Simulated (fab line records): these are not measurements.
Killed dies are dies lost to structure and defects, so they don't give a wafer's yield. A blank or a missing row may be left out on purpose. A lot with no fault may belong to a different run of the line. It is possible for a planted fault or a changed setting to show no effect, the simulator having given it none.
fab line records	flow sky130	part 1 of 2: steps 1 to 27 of 39
record lots=5	wafers=15	lastDay=50
route steps=708 shown CAP2M@617 METAL4@621 VIA4@639
lots untouched by any fault: they come from a run of this same line in which no faults occurred
startH: hours from the record's opening day to when the first of the lot's shown wafers began	waitH: hours since the lot's step before	" unchanged from the row above	L1.1+2: a single row standing in for several wafers	- no value, or no start given	* or withheld: withheld	< > ~ a bound
route shown NAME@n: NAME is a module with steps in the file, n the number in the route of the first one	usual: mean/standard deviation of fault-free wafers	same: alike in all rows	chamber/n: place in a boat	sites: per-site readings	_std_site: standard deviation across them	_edge_site: mean of outer sites minus mean of inner sites	radiusMm: how far each site lies from the wafer's centre	mask NAME#n: copy n	behind: the most recent tool/chamber to have shaped the wafer	hold: what put the lot on hold/how long, in hours/how the hold closed	device: whichever transistor did not switch (one of n, p or np)	end of line: the route-end tests of the same wafers	a step with no rows: only its recipe	killed: the dies lost at the first sort to structure and to defects; this is not the yield of the wafer	map: dies across one wafer; x = killed, . = not, _ = none there
set.NAME: the run value of the setting; set.NAME@STEP: its run value at that earlier step	model.NAME: the simulator's own value behind a step, which no gauge read
certain route steps with their lots: each step a table, each wafer a row
services: a tool's chamber out of use, with start hour (startH, from the record's first day; less than 0 if before it), hours out, and reason
## steps
# step SKY_CAP2M_STRIP_14
# recipe chemistry=O2/N2	powerW=1400	pressureMtorr=1500	platenTempC=withheld	o2FlowSccm=3000	n2FlowSccm=300	overashFraction=0.5
# usual drypumpMotorCurrentA=5.6/0.47	oesProductAu=0.711/0.0055	stripTimeToEndpointS=12.78/0.033
lot.wafer	tool	chamber	startH	waitH	drypumpMotorCurrentA	oesProductAu	rfHoursCounterH	stripTimeToEndpointS
L077.2	plasmaAsher-02	1	977.67	0.1	5.2	0.712	115	12.76
L077.4	"	0	"	"	6.1	0.719	-	12.75
L077.5	"	1	"	"	5.2	0.703	-	12.79
L082.1	plasmaAsher-01	1	1049.10	0.1	5.7	0.709	95	12.81
L082.3	"	0	"	"	4.9	0.705	-	12.81
L082.6	"	0	"	"	5.0	0.711	-	12.81
L090.1	plasmaAsher-03	1	1078.05	0.1	6.3	0.703	64	12.84
L090.2	"	0	"	"	5.3	0.714	64	12.78
L090.6	"	0	"	"	5.2	0.708	-	12.82
L091.1	plasmaAsher-01	1	1087.82	0.1	5.7	0.706	99	12.75
L091.4	"	1	"	"	5.7	0.714	-	12.71
L091.6	"	1	"	"	5.7	0.706	-	12.82
L093.1	plasmaAsher-01	1	1095.12	0.1	5.7	0.714	99	12.81
L093.2	"	0	"	"	4.9	0.716	99	12.84
L093.5	"	0	"	"	4.9	0.714	-	12.82
# step SKY_CAP2M_STRIP_15
# recipe chemistry=postEtchResidueRemover	timeS=1200	tempC=72.5
# usual bathGuardTempC=72.2/0.49	bathHeatDutyPct=14.7/1
lot.wafer	tool	chamber	startH	waitH	bathGuardTempC	bathHeatDutyPct
L077.2	wetBench-01	2	977.77	0.1	71.8	15.0
L077.4	"	2	"	"	71.8	14.1
L077.5	"	2	"	"	71.7	14.5
L082.1	wetBench-01	0	1049.20	0.1	71.9	15.0
L082.3	"	0	"	"	72.2	16.3
L082.6	"	0	"	"	72.4	14.0
L090.1	wetBench-01	1	1078.15	0.1	72.6	14.9
L090.2	"	1	"	"	72.4	14.6
L090.6	"	1	"	"	72.3	14.2
L091.1	wetBench-04	0	1087.92	0.1	72.9	14.1
L091.4	"	0	"	"	73.0	14.0
L091.6	"	0	"	"	72.8	13.1
L093.1	wetBench-01	2	1095.22	0.1	72.0	16.2
L093.2	"	2	"	"	71.3	15.7
L093.5	"	2	"	"	71.8	15.1
# step SKY_CAP2M_CLEAN_16
# recipe chemistry=IPA	timeS=180	tempC=25
# usual bathHeatDutyPct=6.2/0.56
lot.wafer	tool	chamber	startH	waitH	bathHeatDutyPct
L077.2	wetBench-04	3	978.18	0.0	7.0
L077.4	"	3	"	"	5.8
L077.5	"	3	"	"	5.7
L082.1	wetBench-01	2	1049.57	0.0	7.3
L082.3	"	2	"	"	6.9
L082.6	"	2	"	"	6.8
L090.1	wetBench-04	1	1078.52	0.0	6.8
L090.2	"	1	"	"	7.2
L090.6	"	1	"	"	6.8
L091.1	wetBench-01	3	1088.27	0.0	6.3
L091.4	"	3	"	"	5.9
L091.6	"	3	"	"	5.6
L093.1	wetBench-02	2	1095.60	0.0	5.9
L093.2	"	2	"	"	6.3
L093.5	"	2	"	"	6.5
# step SKY_CAP2M_CLEAN_17
# recipe chemistry=O3/DIW	dry=n2Spin
lot.wafer	tool	chamber	startH	waitH
L077.2+4+5	wetBench-01	3	978.24	0.0
L082.1+3+6	wetBench-02	0	1049.63	0.0
L090.1+2+6	wetBench-02	1	1078.58	0.0
L091.1+4+6	wetBench-02	0	1088.33	0.0
L093.1+2+5	wetBench-04	1	1095.65	0.0
# step SKY_METAL4_DEHYDRATE_05
# recipe tempC=200	timeS=60
lot.wafer	tool	chamber	startH	waitH
L077.2+4+5	lithoTrack-03	0	989.23	10.9
L082.1+3+6	lithoTrack-04	0	1059.60	9.9
L090.1+2+6	lithoTrack-01	0	1088.93	10.3
L091.1+4+6	lithoTrack-01	0	1097.63	9.2
L093.1+2+5	lithoTrack-01	0	1104.83	9.1
# step SKY_METAL4_HMDS_06
# recipe primeTimeS=60	primeTempC=120
lot.wafer	tool	chamber	startH	waitH
L077.2+4+5	lithoTrack-03	0	989.38	0.1
L082.1+3+6	lithoTrack-04	0	1059.75	0.1
L090.1+2+6	lithoTrack-01	0	1089.08	0.1
L091.1+4+6	lithoTrack-01	0	1097.78	0.1
L093.1+2+5	lithoTrack-01	0	1104.98	0.1
# step SKY_METAL4_COAT_07
# recipe resist=BARC	tempC=withheld	timeS=withheld	spinRpm=3000	resistThkNm=60
# usual dispensePressureKPa=50/6.1
lot.wafer	tool	chamber	startH	waitH	dispensePressureKPa
L077.2	lithoTrack-03	0	989.53	0.1	44
L077.4	"	0	"	"	44
L077.5	"	0	"	"	44
L082.1	lithoTrack-04	0	1059.90	0.1	46
L082.3	"	0	"	"	46
L082.6	"	0	"	"	46
L090.1	lithoTrack-01	0	1089.23	0.1	56
L090.2	"	0	"	"	56
L090.6	"	0	"	"	56
L091.1	lithoTrack-01	0	1097.93	0.1	56
L091.4	"	0	"	"	56
L091.6	"	0	"	"	56
L093.1	lithoTrack-01	0	1105.13	0.1	56
L093.2	"	0	"	"	56
L093.5	"	0	"	"	56
# step SKY_METAL4_COAT_08
# recipe resist=KrF-thick	spinRpm=3000	resistThkNm=1140
# usual dispensePressureKPa=50/6.1
lot.wafer	tool	chamber	startH	waitH	dispensePressureKPa
L077.2	lithoTrack-03	0	-	-	44
L077.4	"	0	"	"	44
L077.5	"	0	"	"	44
L082.1	lithoTrack-04	0	-	-	46
L082.3	"	0	"	"	46
L082.6	"	0	"	"	46
L090.1	lithoTrack-01	0	-	-	56
L090.2	"	0	"	"	56
L090.6	"	0	"	"	57
L091.1	lithoTrack-01	0	-	-	56
L091.4	"	0	"	"	56
L091.6	"	0	"	"	57
L093.1	lithoTrack-01	0	-	-	57
L093.2	"	0	"	"	57
L093.5	"	0	"	"	56
# step SKY_METAL4_SOFTBAKE_09
# recipe tempC=100	timeS=90	resist=KrF-thick
lot.wafer	tool	chamber	startH	waitH
L077.2+4+5	lithoTrack-03	0	-	-
L082.1+3+6	lithoTrack-04	0	-	-
L090.1+2+6	lithoTrack-01	0	-	-
L091.1+4+6	lithoTrack-01	0	-	-
L093.1+2+5	lithoTrack-01	0	-	-
# step SKY_METAL4_EXPOSE_10
# recipe maskId=MM4	na=0.68	sourceShape=annular	sigmaInner=0.4	sigmaOuter=0.8	targetCdNm=300	doseMj=28
lot.wafer	tool	chamber	startH	waitH	mask
L077.2+4+5	krfScanner-02	0	-	-	MM4#0
L082.1+3+6	krfScanner-02	0	-	-	MM4#0
L090.1+2+6	krfScanner-01	0	-	-	MM4#0
L091.1+4+6	krfScanner-02	0	-	-	MM4#0
L093.1+2+5	krfScanner-02	0	-	-	MM4#0
# step SKY_METAL4_PEB_11
# recipe pebTempC=withheld	pebTimeS=withheld	resist=KrF-thick
lot.wafer	tool	chamber	startH	waitH
L077.2+4+5	lithoTrack-03	0	-	-
L082.1+3+6	lithoTrack-01	0	-	-
L090.1+2+6	lithoTrack-03	0	-	-
L091.1+4+6	lithoTrack-03	0	-	-
L093.1+2+5	lithoTrack-03	0	-	-
# step SKY_METAL4_DEVELOP_12
# recipe developTimeS=60	resist=KrF-thick	devTempC=21
lot.wafer	tool	chamber	startH	waitH
L077.2+4+5	lithoTrack-03	0	-	-
L082.1+3+6	lithoTrack-01	0	-	-
L090.1+2+6	lithoTrack-03	0	-	-
L091.1+4+6	lithoTrack-03	0	-	-
L093.1+2+5	lithoTrack-03	0	-	-
# step SKY_METAL4_CD_MEAS_13
# recipe targetCdNm=300
# usual cdNm=299.5/1.4
lot.wafer	tool	chamber	startH	waitH	cdNm
L077.2	cdSem-02	-	1001.63	-	300.8
L077.4	"	-	"	"	302.2
L077.5	"	-	"	"	301.5
L082.1	cdSem-01	-	1071.08	-	298.3
L082.3	"	-	"	"	297.3
L082.6	"	-	"	"	297.5
L090.1	cdSem-02	-	1099.51	-	298.0
L090.2	"	-	"	"	297.9
L090.6	"	-	"	"	298.0
L091.1	cdSem-02	-	1108.71	-	299.4
L091.4	"	-	"	"	298.3
L091.6	"	-	"	"	298.7
L093.1	cdSem-01	-	1115.61	-	300.8
L093.2	"	-	"	"	299.8
L093.5	"	-	"	"	301.1
# step SKY_METAL4_OVL_MEAS_14
# usual METAL4_OVL=-1/6.1
lot.wafer	tool	chamber	startH	waitH	METAL4_OVL[nm]
L077.2	overlay-02	-	1001.74	0.1	-3
L077.4	"	-	"	"	-6
L077.5	"	-	"	"	2
L082.1	overlay-01	-	1071.20	0.1	11
L082.3	"	-	"	"	3
L082.6	"	-	"	"	11
L090.1	overlay-02	-	1099.63	0.1	2
L090.2	"	-	"	"	8
L090.6	"	-	"	"	3
L091.1	overlay-01	-	1108.83	0.1	1
L091.4	"	-	"	"	10
L091.6	"	-	"	"	3
L093.1	overlay-02	-	1115.73	0.1	8
L093.2	"	-	"	"	-5
L093.5	"	-	"	"	14
# step SKY_METAL4_DESCUM_15
# recipe chemistry=O2	sourcePowerW=150	biasPowerW=0	pressureMtorr=10	tempC=40	timeS=8
# usual drypumpMotorCurrentA=5.6/0.36	oesProductAu=1.002/0.0083
lot.wafer	tool	chamber	startH	waitH	drypumpMotorCurrentA	oesProductAu	rfHoursCounterH
L077.2	rieMetal-01	0	1001.77	0.0	6.0	0.991	21
L077.4	"	0	"	"	6.0	1.001	-
L077.5	"	0	"	"	6.1	1.002	-
L082.1	rieMetal-02	0	1071.24	0.0	5.9	1.006	22
L082.3	"	0	"	"	5.9	1.002	-
L082.6	"	0	"	"	5.9	1.006	-
L090.1	rieMetal-01	1	1099.67	0.0	5.4	1.006	22
L090.2	"	0	"	"	6.1	1.019	2
L090.6	"	1	"	"	5.4	1.005	-
L091.1	rieMetal-03	0	1108.87	0.0	5.0	1.007	15
L091.4	"	0	"	"	5.0	1.000	-
L091.6	"	0	"	"	5.0	1.006	-
L093.1	rieMetal-01	1	1115.77	0.0	5.4	1.004	23
L093.2	"	0	"	"	6.0	1.018	3
L093.5	"	1	"	"	5.4	0.996	-
# step SKY_METAL4_ETCH_16
# recipe chemistry=N2/H2	target=BARC	ionEnergyEv=200	biasW=100	pressureMtorr=30	n2FlowSccm=100	h2FlowSccm=200	icpW=500	stopOn=SiO2	timeS=88.2	targetDepthA=600
# usual biasW=99.95/0.27	drypumpMotorCurrentA=5.6/0.36	oesProductAu=0.625/0.0045	throttleValvePct=13.205/0.0082
lot.wafer	tool	chamber	startH	waitH	biasW	drypumpMotorCurrentA	oesProductAu	rfHoursCounterH	throttleValvePct
L077.2	rieMetal-01	0	1001.80	0.0	100.26	6.1	0.629	21	13.196
L077.4	"	0	"	"	99.91	6.0	0.627	-	13.204
L077.5	"	0	"	"	100.00	6.1	0.628	-	13.194
L082.1	rieMetal-02	0	1071.27	0.0	100.05	5.9	0.629	22	13.206
L082.3	"	0	"	"	100.02	5.9	0.624	-	13.222
L082.6	"	0	"	"	100.12	5.9	0.620	-	13.194
L090.1	rieMetal-01	1	1099.70	0.0	100.23	5.5	0.627	22	13.206
L090.2	"	0	"	"	99.83	6.1	0.617	2	13.208
L090.6	"	1	"	"	100.19	5.4	0.621	-	13.196
L091.1	rieMetal-03	0	1108.90	0.0	99.67	5.0	0.625	15	13.208
L091.4	"	0	"	"	99.61	5.0	0.630	-	13.210
L091.6	"	0	"	"	99.59	5.0	0.626	-	13.202
L093.1	rieMetal-01	1	1115.80	0.0	99.81	5.4	0.626	23	13.204
L093.2	"	0	"	"	99.73	6.1	0.630	3	13.209
L093.5	"	1	"	"	99.74	5.4	0.630	-	13.211
# step SKY_METAL4_ETCH_17
# recipe target=SiO2	stopOn=TiN	chemistry=C4F8/O2/Ar	sourceW=1500	biasW=1200	pressureMtorr=40	c4f8FlowSccm=withheld	O2_flow_sccm=6	Ar_flow_sccm=300	timeS=3.9	targetDepthA=150
# usual biasW=1200/3.5	oesProductAu=0.757/0.0068
lot.wafer	tool	chamber	startH	waitH	biasW	oesProductAu	rfHoursCounterH
L077.2	rieDiel-04	2	1001.90	0.1	1196	0.748	12
L077.4	"	2	"	"	1201	0.763	-
L077.5	"	3	"	"	1203	0.747	-
L082.1	rieDiel-01	0	1071.37	0.1	1207	0.750	17
L082.3	"	3	"	"	1202	0.752	11
L082.6	"	0	"	"	1199	0.753	-
L090.1	rieDiel-04	1	1099.80	0.1	1205	0.764	14
L090.2	"	0	"	"	1200	0.760	2
L090.6	"	0	"	"	1197	0.762	-
L091.1	rieDiel-02	0	1109.00	0.1	1196	0.756	10
L091.4	"	3	"	"	1200	0.761	26
L091.6	"	0	"	"	1196	0.763	-
L093.1	rieDiel-02	2	1115.90	0.1	1195	0.760	18
L093.2	"	3	"	"	1207	0.759	26
L093.5	"	0	"	"	1201	0.758	-
# step SKY_METAL4_METAL_ETCH_18
# recipe targetDepthA=8450	stopOn=SiO2	overEtchFrac=0.3	timeS=183.1	chemistry=Cl2/BCl3	resistSidewallDeg=88	pressureMtorr=10	icpW=900	biasW=48.5	Cl2_flow_sccm=60	bcl3FlowSccm=30
# usual biasW=48.50/0.13	drypumpMotorCurrentA=5.68/0.29	oesProductAu=0.866/0.0064	throttleValvePct=22.264/0.0092
lot.wafer	tool	chamber	startH	waitH	biasW	drypumpMotorCurrentA	oesProductAu	rfHoursCounterH	throttleValvePct
L077.2	rieMetal-02	1	1001.91	0.0	48.82	5.84	0.859	17	22.263
L077.4	"	0	"	"	48.22	5.92	0.861	-	22.273
L077.5	"	0	"	"	48.45	5.91	0.861	-	22.278
L082.1	rieMetal-01	1	1071.39	0.0	48.91	5.40	0.868	20	22.254
L082.3	"	1	"	"	48.57	5.46	0.874	-	22.268
L082.6	"	1	"	"	48.60	5.43	0.879	-	22.278
L090.1	rieMetal-03	1	1099.82	0.0	48.70	5.56	0.864	13	22.259
L090.2	"	0	"	"	48.61	5.02	0.864	14	22.259
L090.6	"	0	"	"	48.51	5.02	0.858	-	22.258
L091.1	rieMetal-01	1	1109.02	0.0	48.36	5.43	0.865	23	22.267
L091.4	"	1	"	"	48.31	5.42	0.873	-	22.263
L091.6	"	0	"	"	48.63	6.07	0.866	-	22.255
L093.1	rieMetal-03	0	1115.92	0.0	48.52	5.03	0.864	16	22.261
L093.2	"	1	"	"	48.49	5.57	0.869	15	22.261
L093.5	"	1	"	"	48.49	5.56	0.860	-	22.271
# step SKY_METAL4_STRIP_19
# recipe chemistry=O2/N2	powerW=1400	pressureMtorr=1500	platenTempC=withheld	o2FlowSccm=3000	n2FlowSccm=300	overashFraction=0.5
# usual drypumpMotorCurrentA=5.5/0.42	oesProductAu=0.501/0.0052	stripTimeToEndpointS=6.51/0.065
lot.wafer	tool	chamber	startH	waitH	drypumpMotorCurrentA	oesProductAu	rfHoursCounterH	stripTimeToEndpointS
L077.2	plasmaAsher-04	1	1002.09	0.1	5.2	0.497	26	6.48
L077.4	"	0	"	"	5.8	0.495	-	6.47
L077.5	"	0	"	"	5.7	0.491	-	6.50
L082.1	plasmaAsher-04	0	1071.74	0.3	5.7	0.510	33	6.52
L082.3	"	0	"	"	5.7	0.501	-	6.55
L082.6	"	0	"	"	5.8	0.493	-	6.52
L090.1	plasmaAsher-01	1	1099.99	0.1	5.7	0.507	100	6.70
L090.2	"	0	"	"	5.0	0.504	100	6.50
L090.6	"	1	"	"	5.7	0.499	-	6.49
L091.1	plasmaAsher-01	1	1109.19	0.1	5.7	0.498	101	6.56
L091.4	"	0	"	"	5.0	0.501	-	6.59
L091.6	"	0	"	"	5.0	0.500	-	6.47
L093.1	plasmaAsher-01	0	1116.09	0.1	4.9	0.501	101	6.54
L093.2	"	1	"	"	5.7	0.500	101	6.66
L093.5	"	0	"	"	4.9	0.503	-	6.64
# step SKY_METAL4_STRIP_20
# recipe chemistry=postEtchResidueRemover	timeS=1200	tempC=72.5
# usual bathGuardTempC=72.3/0.61	bathHeatDutyPct=14.5/1.3
lot.wafer	tool	chamber	startH	waitH	bathGuardTempC	bathHeatDutyPct
L077.2	wetBench-03	3	1002.19	0.1	73.0	15.5
L077.4	"	3	"	"	73.0	15.2
L077.5	"	3	"	"	73.0	15.0
L082.1	wetBench-01	2	1071.84	0.1	72.1	16.0
L082.3	"	2	"	"	72.1	15.8
L082.6	"	2	"	"	71.9	15.6
L090.1	wetBench-03	1	1100.09	0.1	71.3	15.8
L090.2	"	1	"	"	71.6	16.6
L090.6	"	1	"	"	71.8	16.8
L091.1	wetBench-04	0	1109.29	0.1	73.2	15.0
L091.4	"	0	"	"	72.7	12.7
L091.6	"	0	"	"	72.5	14.2
L093.1	wetBench-04	1	1116.19	0.1	73.1	12.2
L093.2	"	1	"	"	72.7	14.8
L093.5	"	1	"	"	73.1	15.3
# step SKY_METAL4_CLEAN_21
# recipe chemistry=IPA	timeS=180	tempC=25
# usual bathHeatDutyPct=6.2/0.65
lot.wafer	tool	chamber	startH	waitH	bathHeatDutyPct
L077.2	wetBench-01	2	1002.53	0.0	5.7
L077.4	"	2	"	"	7.4
L077.5	"	2	"	"	7.3
L082.1	wetBench-04	0	1072.22	0.0	6.1
L082.3	"	0	"	"	5.2
L082.6	"	0	"	"	5.0
L090.1	wetBench-04	3	1100.43	0.0	5.8
L090.2	"	3	"	"	6.1
L090.6	"	3	"	"	6.2
L091.1	wetBench-04	3	1109.63	0.0	6.6
L091.4	"	3	"	"	7.0
L091.6	"	3	"	"	6.0
L093.1	wetBench-01	2	1116.53	0.0	6.7
L093.2	"	2	"	"	6.4
L093.5	"	2	"	"	6.7
# step SKY_METAL4_CLEAN_22
# recipe chemistry=O3/DIW	dry=n2Spin
lot.wafer	tool	chamber	startH	waitH
L077.2+4+5	wetBench-03	1	1002.60	0.0
L082.1+3+6	wetBench-01	2	1072.27	0.0
L090.1+2+6	wetBench-03	2	1100.49	0.0
L091.1+4+6	wetBench-04	3	1109.69	0.0
L093.1+2+5	wetBench-04	2	1116.60	0.0
# step SKY_VIA4_HDPCVD_00
# recipe material=SiO2	targetThkNm=1750	sigmaOpenFrac=0.3	timeS=291.7	tempC=400	sih4FlowSccm=60	pressureMtorr=6
lot.wafer	tool	chamber	startH	waitH
L077.2+4+5	hdpcvd-02	0,1,0	1002.69	0.0
L082.1+3+6	hdpcvd-02	0,2,0	1072.37	0.0
L090.1+2+6	hdpcvd-01	1,0,2	1100.58	0.0
L091.1+4+6	hdpcvd-02	0,1,0	1109.78	0.0
L093.1+2+5	hdpcvd-01	0,2,2	1116.69	0.0
# step SKY_VIA4_THK_MEAS_01
# recipe reads=SiO2_of_VIA4_HDPCVD_00
# usual VIA4_HDPCVD_THK=1749/17
lot.wafer	tool	chamber	startH	waitH	VIA4_HDPCVD_THK[nm]
L077.2	filmMetro-04	-	1002.88	0.1	1766
L077.4	"	-	"	"	1760
L077.5	"	-	"	"	1748
L082.1	filmMetro-03	-	1072.55	0.1	1766
L082.3	"	-	"	"	1741
L082.6	"	-	"	"	1731
L090.1	filmMetro-04	-	1100.76	0.1	1765
L090.2	"	-	"	"	1754
L090.6	"	-	"	"	1767
L091.1	filmMetro-04	-	1109.96	0.1	1760
L091.4	"	-	"	"	1754
L091.6	"	-	"	"	1765
L093.1	filmMetro-04	-	1116.87	0.1	1727
L093.2	"	-	"	"	1779
L093.5	"	-	"	"	1744
# step SKY_VIA4_CMP_02
# recipe material=SiO2	downForcePsi=4	platenRpm=60	padVelocityMS=0.94248
# usual motorCurrentA=12.3/1.1	retainingRingPressureFrac=1.001/0.0049
lot.wafer	tool	chamber	startH	waitH	motorCurrentA	retainingRingPressureFrac
L077.2	cmp-02	3	1002.93	0.0	12.5	0.996
L077.4	"	2	"	"	13.4	1.002
L077.5	"	0	"	"	13.1	0.992
L082.1	cmp-01	1	1072.66	0.1	12.0	1.002
L082.3	"	3	"	"	12.6	0.999
L082.6	"	0	"	"	11.5	1.004
L090.1	cmp-02	1	1100.82	0.1	10.2	1.008
L090.2	"	3	"	"	11.7	1.002
L090.6	"	2	"	"	12.5	1.011
L091.1	cmp-01	2	1110.13	0.2	12.2	1.002
L091.4	"	3	"	"	12.5	1.006
L091.6	"	1	"	"	11.5	1.003
L093.2	cmp-02	3	1116.93	0.0	12.9	0.997
L093.1	"	0	"	"	13.1	1.004
L093.5	"	0	"	"	13.0	1.008
# step SKY_VIA4_BOW_MEAS_03
# recipe mode=bow
# usual VIA4_BOW=79/8.8
lot.wafer	tool	chamber	startH	waitH	VIA4_BOW[um]
L077.2	filmMetro-03	-	1003.25	0.3	86
L077.4	"	-	"	"	84
L077.5	"	-	"	"	89
L082.1	filmMetro-04	-	1072.91	0.2	83
L082.3	"	-	"	"	80
L082.6	"	-	"	"	81
L090.1	filmMetro-04	-	1101.12	0.2	73
L090.2	"	-	"	"	68
L090.6	"	-	"	"	72
L091.1	filmMetro-01	-	1110.35	0.2	80
L091.4	"	-	"	"	82
L091.6	"	-	"	"	82
L093.1	filmMetro-01	-	1117.23	0.2	71
L093.2	"	-	"	"	82
L093.5	"	-	"	"	90
# step SKY_VIA4_DEHYDRATE_04
# recipe tempC=200	timeS=60
lot.wafer	tool	chamber	startH	waitH
L077.2+4+5	lithoTrack-02	0	1014.40	11.1
L082.1+3+6	lithoTrack-01	0	1082.58	9.7
L090.1+2+6	lithoTrack-02	0	1110.97	9.8
L091.1+4+6	lithoTrack-02	0	1119.57	9.2
L093.1+2+5	lithoTrack-04	0	1126.30	9.0
